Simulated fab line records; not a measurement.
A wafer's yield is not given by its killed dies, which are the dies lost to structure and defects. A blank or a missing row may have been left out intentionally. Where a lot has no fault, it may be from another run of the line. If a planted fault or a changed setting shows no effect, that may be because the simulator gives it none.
Matching of chambers ; flow gf180mcu ; rie-si-02 running GF_STI_ETCH_14: 4 sister chambers
The step etches Si in HBr/Cl2/O2, target depth 360 nm, time 102.9 s. 8 wafers are shown with their chamber, then 7 later ones without.

== WAFERS PAIRED WITH THEIR CHAMBERS ==
wafer;chamber;throttle-valve-pct (%);oes-product-au (a.u.)
L991.3;2;25.663;0.999
L999.1;3;25.631;1.021
L999.4;1;25.636;1.025
L105.2;0;25.665;1.004
L105.5;2;25.668;0.991
L105.6;3;25.649;1.015
L109.1;1;25.647;1.016
L109.2;0;25.659;0.997

== WAFERS WHOSE CHAMBER IS MISSING ==
wafer;throttle-valve-pct (%);oes-product-au (a.u.)
L109.4;25.651;1.013
L110.2;25.631;1.032
L110.4;25.653;1.001
L110.6;25.674;0.997
L111.1;25.665;0.996
L111.3;25.642;1.016
L111.4;25.662;1.009

== WHICH CHAMBER EACH ONE RAN IN ==
wafer;from the rows above;in truth
L109.4;can't be placed: 3 or 1 or 0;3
L110.2;can't be placed: 1 or 3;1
L110.4;can't be placed: 0 or 2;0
L110.6;can't be placed: 2 or 0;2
L111.1;can't be placed: 2 or 0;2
L111.3;can't be placed: 3 or 1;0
L111.4;can't be placed: 0 or 2 or 3 or 1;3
Correct placement for 0 of the 7. Cannot be placed on the basis of these rows: 7; the candidates contain the true chamber in 6. Placed wrongly: 0.
How it was worked out, from the rows above alone: a wafer's distance from a chamber is the root of the sum, over the readings, of the square of ((its reading less the chamber's mean) divided by the reading's scatter). If the next closest chamber is less than 2 further off than the closest, the wafer can't be placed; otherwise it belongs to the closest. Each chamber's mean is taken over the wafers shown for it. How the scatter is found: for the shown wafers, subtract from each reading the mean of its chamber, square and add these, divide the total by (wafers less chambers), then take the root.
